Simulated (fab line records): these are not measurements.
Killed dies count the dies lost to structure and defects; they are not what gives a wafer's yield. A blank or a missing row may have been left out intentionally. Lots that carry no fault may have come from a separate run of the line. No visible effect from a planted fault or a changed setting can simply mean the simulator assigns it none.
Chamber matching -- flow sky130 -- rie diel-03 running SKY_METAL3_ETCH_17: 4 sister chambers
The step etches SiO2 in C4F8/O2/Ar, stops on TiN, time 3.9 s, target depth 15 nm. 14 wafers are shown with their chamber, then 7 later ones without.

## WAFERS WITH THEIR CHAMBER
wafer,chamber,oes product au (a.u.)
L211.1,3,0.744
L211.4,0,0.768
L211.6,2,0.757
L212.3,0,0.755
L212.4,1,0.749
L212.5,1,0.761
L222.2,3,0.750
L222.3,2,0.756
L222.4,1,0.765
L225.1,2,0.744
L225.3,1,0.747
L225.6,1,0.770
L226.2,1,0.761
L226.3,2,0.763

SIGNATURES, as means of the wafers listed above
reading,chamber 0,chamber 1,chamber 2,chamber 3,scatter within a chamber
oes product au,0.76150,0.75883,0.75500,0.74700,0.00837
Rule: a wafer lies at a distance from a chamber equal to the root of the sum of squares, over the readings, of (its reading less the chamber's mean, divided by the reading's scatter). The wafer belongs to the nearest chamber; if the next one is less than 2 further off, it can't be placed. How the scatter is found: for the shown wafers, subtract from each reading the mean of its chamber, square and add these, divide the total by (wafers less chambers), then take the root.

## WAFERS MISSING THEIR CHAMBER
wafer,oes product au (a.u.)
L226.6,0.764
L230.1,0.757
L230.3,0.764
L230.6,0.763
L234.4,0.764
L234.5,0.766
L234.6,0.756

## CHAMBER TAKEN BY EACH
wafer,from the rows above,in truth
L226.6,can't be placed: 0 or 1 or 2 or 3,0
L230.1,can't be placed: 1 or 2 or 0 or 3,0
L230.3,can't be placed: 0 or 1 or 2 or 3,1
L230.6,can't be placed: 0 or 1 or 2 or 3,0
L234.4,can't be placed: 0 or 1 or 2 or 3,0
L234.5,can't be placed: 0 or 1 or 2 or 3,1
L234.6,can't be placed: 2 or 1 or 0 or 3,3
Correct placement for 0 of the 7. From these rows, 7 cannot be placed; in 7 the true chamber is one of the candidates. Number placed wrongly: 0.
